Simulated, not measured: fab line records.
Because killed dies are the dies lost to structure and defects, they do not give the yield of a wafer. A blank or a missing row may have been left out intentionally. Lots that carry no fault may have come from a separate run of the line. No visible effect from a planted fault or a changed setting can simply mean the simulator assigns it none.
What tool caused it? | flow sky130 | 12 lots, 36 wafers sampled, at 5 steps of a route of 708

== WHAT EACH GAUGE READ, for each wafer ==
No reading from a measuring or inspecting step in the record can be judged against a usual standard deviation.

== EACH LOT AND THE TOOL THAT RAN IT (in order: tool; ch and the chambers of the sampled wafers; start) ==
lot  | SKY_FIELD_ISO_ETCH_14             | SKY_FIELD_ISO_CMP_27         | SKY_FIELD_ISO_WET_ETCH_29      | SKY_VT_ADJUST_HVTP_STRIP_10          | SKY_PAD_OPEN_PROBE_99
L779 | rie-diel-01 ch 0,1,3, day 2 06:59 | cmp-01 ch 1,2, day 2 10:31   | wet-bench-02 ch 1, day 2 10:50 | plasma-asher-04 ch 0,1, day 6 04:10  | -
L780 | rie-diel-03 ch 0,3, day 2 12:11   | cmp-01 ch 0,2,3, day 2 16:11 | wet-bench-03 ch 1, day 2 16:30 | plasma-asher-01 ch 0,1, day 6 12:38  | -
L781 | rie-diel-03 ch 2,3, day 2 16:43   | cmp-01 ch 1,2,3, day 2 21:32 | wet-bench-02 ch 0, day 2 21:52 | plasma-asher-02 ch 0,1, day 6 19:09  | -
L782 | rie-diel-03 ch 1,2,3, day 2 20:41 | cmp-02 ch 0,1, day 3 02:45   | wet-bench-04 ch 0, day 3 03:02 | plasma-asher-02 ch 0,1, day 7 01:54  | -
L785 | rie-diel-02 ch 0,2,3, day 3 12:23 | cmp-01 ch 1,2,3, day 3 16:36 | wet-bench-04 ch 1, day 3 16:49 | plasma-asher-02 ch 0,1, day 7 15:50  | -
L788 | rie-diel-02 ch 0,3, day 4 03:55   | cmp-02 ch 0,2,3, day 4 09:17 | wet-bench-04 ch 0, day 4 09:31 | plasma-asher-01 ch 0,1, day 8 13:30  | -
L789 | rie-diel-03 ch 0,1,2, day 4 08:37 | cmp-01 ch 0,1,2, day 4 14:02 | wet-bench-02 ch 2, day 4 14:16 | plasma-asher-04 ch 0,1, day 8 21:58  | -
L794 | rie-diel-01 ch 0,1, day 5 12:41   | cmp-02 ch 0,2, day 5 17:27   | wet-bench-03 ch 1, day 5 17:46 | -                                    | prober-01, day 49 19:27
L795 | rie-diel-01 ch 0,1,3, day 5 17:11 | cmp-02 ch 1,2, day 5 21:04   | wet-bench-02 ch 3, day 5 21:20 | -                                    | prober-02, day 50 02:33
L799 | rie-diel-01 ch 2,3, day 6 13:02   | cmp-02 ch 0,1,3, day 6 18:13 | wet-bench-02 ch 1, day 6 18:23 | plasma-asher-01 ch 0,1, day 11 13:20 | -
L801 | rie-diel-01 ch 0,1,2, day 6 23:38 | cmp-02 ch 1,2,3, day 7 09:44 | wet-bench-03 ch 2, day 7 10:00 | plasma-asher-04 ch 0,1, day 12 07:37 | -
L802 | rie-diel-03 ch 2,3, day 7 04:07   | cmp-01 ch 0,1, day 7 11:11   | wet-bench-03 ch 2, day 7 11:30 | plasma-asher-02 ch 0,1, day 12 11:25 | -
- SKY_FIELD_ISO_ETCH_14: etches BARC in N2/H2, stops on SiO2, time 45.9 s, target depth 60 nm.
- SKY_FIELD_ISO_CMP_27: polishes, stops on Si3N4, t overpolish 17.05 s, target thk 457.8 nm.
- SKY_FIELD_ISO_WET_ETCH_29: etches Si3N4 in H3PO4, target depth 160 nm, time 1825 s.
- SKY_VT_ADJUST_HVTP_STRIP_10: strips in O2/N2.
- SKY_PAD_OPEN_PROBE_99

== WHAT THE TOOLS THEMSELVES READ (means of the sampled wafers that have a number; where no wafer has one, the mark that the record gives instead) ==
SKY_FIELD_ISO_ETCH_14. Usual: bias-w 100.0 W, standard deviation 0.32; chamber-pressure-mTorr 29.997 mTorr, standard deviation 0.027; drypump-motor-current-A 5.6 A, standard deviation 0.51; oes-product-au 0.856 a.u., standard deviation 0.0047; throttle-valve-pct 13.226 %, standard deviation 0.0087.
lot  | tool        | bias-w (W) | chamber-pressure-mTorr (mTorr) | drypump-motor-current-A (A) | oes-product-au (a.u.) | throttle-valve-pct (%) | flag
L779 | rie-diel-01 | 99.7       | 29.996                         | 5.9                         | 0.858                 | 13.233                 |
L780 | rie-diel-03 | 100.3      | 30.014                         | 5.3                         | 0.853                 | 13.224                 |
L781 | rie-diel-03 | 100.2      | 29.966                         | 5.8                         | 0.852                 | 13.228                 |
L782 | rie-diel-03 | 99.8       | 30.013                         | 5.8                         | 0.861                 | 13.237                 |
L785 | rie-diel-02 | 100.0      | 29.972                         | 5.1                         | 0.855                 | 13.229                 |
L788 | rie-diel-02 | 99.9       | 29.996                         | 5.0                         | 0.856                 | 13.220                 |
L789 | rie-diel-03 | 100.0      | 29.974                         | 5.4                         | 0.862                 | 13.222                 |
L794 | rie-diel-01 | 99.7       | 30.030                         | 5.6                         | 0.858                 | 13.220                 |
L795 | rie-diel-01 | 100.1      | 29.996                         | 5.9                         | 0.855                 | 13.229                 |
L799 | rie-diel-01 | 99.8       | 29.989                         | 6.2                         | 0.851                 | 13.240                 |
L801 | rie-diel-01 | 99.9       | 29.987                         | 5.4                         | 0.853                 | 13.224                 |
L802 | rie-diel-03 | 100.1      | 29.991                         | 5.8                         | 0.857                 | 13.221                 |

SKY_FIELD_ISO_CMP_27. Usual: head-pressure-psi 4.000 psi, standard deviation 0.0089; motor-current-A 12.0 A, standard deviation 0.86; overpolish-run-s 17.051 s, standard deviation 0.0089; retaining-ring-pressure-frac 1.000, standard deviation 0.0049; time-to-endpoint-s 114 s, standard deviation 3.4.
lot  | tool   | head-pressure-psi (psi) | motor-current-A (A) | overpolish-run-s (s) | retaining-ring-pressure-frac | time-to-endpoint-s (s) | flag
L779 | cmp-01 | 4.011                   | 12.1                | 17.048               | 1.005                        | 108                    |
L780 | cmp-01 | 3.996                   | 12.1                | 17.062               | 1.000                        | 116                    |
L781 | cmp-01 | 3.999                   | 12.3                | 17.049               | 1.003                        | 114                    |
L782 | cmp-02 | 4.005                   | 12.1                | 17.053               | 0.998                        | 115                    |
L785 | cmp-01 | 4.001                   | 12.6                | 17.049               | 0.997                        | 113                    |
L788 | cmp-02 | 4.002                   | 12.0                | 17.065               | 1.002                        | 115                    |
L789 | cmp-01 | 4.006                   | 12.3                | 17.058               | 0.994                        | 114                    |
L794 | cmp-02 | 3.998                   | 12.9                | 17.056               | 1.001                        | 118                    |
L795 | cmp-02 | 4.002                   | 12.6                | 17.053               | 0.992                        | 113                    |
L799 | cmp-02 | 3.994                   | 11.2                | 17.048               | 1.002                        | 111                    |
L801 | cmp-02 | 4.007                   | 12.0                | 17.055               | 0.997                        | 116                    |
L802 | cmp-01 | 3.990                   | 12.4                | 17.046               | 0.995                        | 122                    |

SKY_FIELD_ISO_WET_ETCH_29. Usual: bath-guard-temp-C 160.0 C, standard deviation 0.49; bath-heat-duty-pct 26 %, standard deviation 3.
lot  | tool         | bath-guard-temp-C (C) | bath-heat-duty-pct (%) | flag
L779 | wet-bench-02 | 159.0                 | 27                     |
L780 | wet-bench-03 | 159.5                 | 27                     |
L781 | wet-bench-02 | 159.7                 | 26                     |
L782 | wet-bench-04 | 160.1                 | 27                     |
L785 | wet-bench-04 | 160.3                 | 24                     |
L788 | wet-bench-04 | 160.2                 | 28                     |
L789 | wet-bench-02 | 160.6                 | 23                     |
L794 | wet-bench-03 | -                     | -                      | OFF
L795 | wet-bench-02 | -                     | -                      | OFF
L799 | wet-bench-02 | 159.2                 | 26                     |
L801 | wet-bench-03 | 159.9                 | 33                     |
L802 | wet-bench-03 | 159.4                 | 33                     |

SKY_VT_ADJUST_HVTP_STRIP_10. Usual: drypump-motor-current-A 5.60 A, standard deviation 0.26; oes-product-au 0.716 a.u., standard deviation 0.0044; strip-time-to-endpoint-s 14.19 s, standard deviation 0.049.
lot  | tool            | drypump-motor-current-A (A) | oes-product-au (a.u.) | strip-time-to-endpoint-s (s) | flag
L779 | plasma-asher-04 | 5.70                        | 0.713                 | 14.21                        |
L780 | plasma-asher-01 | 5.67                        | 0.716                 | 14.19                        |
L781 | plasma-asher-02 | 5.67                        | 0.715                 | 14.11                        |
L782 | plasma-asher-02 | 5.45                        | 0.716                 | 14.27                        |
L785 | plasma-asher-02 | 5.44                        | 0.717                 | 14.19                        |
L788 | plasma-asher-01 | 5.57                        | 0.717                 | 14.19                        |
L789 | plasma-asher-04 | 5.52                        | 0.717                 | 14.10                        |
L799 | plasma-asher-01 | 5.57                        | 0.718                 | 14.20                        |
L801 | plasma-asher-04 | 5.71                        | 0.713                 | 14.19                        |
L802 | plasma-asher-02 | 5.69                        | 0.713                 | 14.23                        |

SKY_PAD_OPEN_PROBE_99. Usual: killed_at_M0_to_M3 43, standard deviation 6.5; killed_at_M4_up 3.2, standard deviation 1.9; killed-at-contacts 25, standard deviation 5.5; killed-at-front-end 14, standard deviation 4.2; killed-at-other 0.2, standard deviation 0.44; killed-dies 85, standard deviation 8.5; killed-on-rim 16, standard deviation 3.3; killed-open 47, standard deviation 7; killed-short 39, standard deviation 6.3.
lot  | tool      | killed_at_M0_to_M3 | killed_at_M4_up | killed-at-contacts | killed-at-front-end | killed-at-other | killed-dies | killed-on-rim | killed-open | killed-short | flag
L794 | prober-01 | 43                 | 2.7             | 17                 | 429                 | 0.3             | 492         | 96            | 39          | 39           | OFF
L795 | prober-02 | 41                 | 4.7             | 23                 | 423                 | 0.3             | 492         | 96            | 49          | 36           | OFF

== THE ANSWER, worked out from the rows above alone ==
Rule: a lot counts as off when the mean over its wafers that have a number is more than 3 standard deviations away from the usual mean. Also off: a lot with no number at a reading for which 4 or more lots have one. The other lots that the step has rows for count as sound. First the gauges in route order, then the tools' own readings, where a lot's mean is used as printed above. The first step at which some lot is off is used, and at that step the reading that is off furthest; a lot without a number counts as furthest.
Off, at SKY_FIELD_ISO_WET_ETCH_29 on bath-guard-temp-C: L794, L795. Without a number there: L794, L795.
If a tool, at that step or one of the process steps before it, ran each lot that is off and ran no sound lot following the first of them, it fits. Not one of the candidates tried fits.

== WHAT WAS PUT IN BY THE SIMULATOR ==
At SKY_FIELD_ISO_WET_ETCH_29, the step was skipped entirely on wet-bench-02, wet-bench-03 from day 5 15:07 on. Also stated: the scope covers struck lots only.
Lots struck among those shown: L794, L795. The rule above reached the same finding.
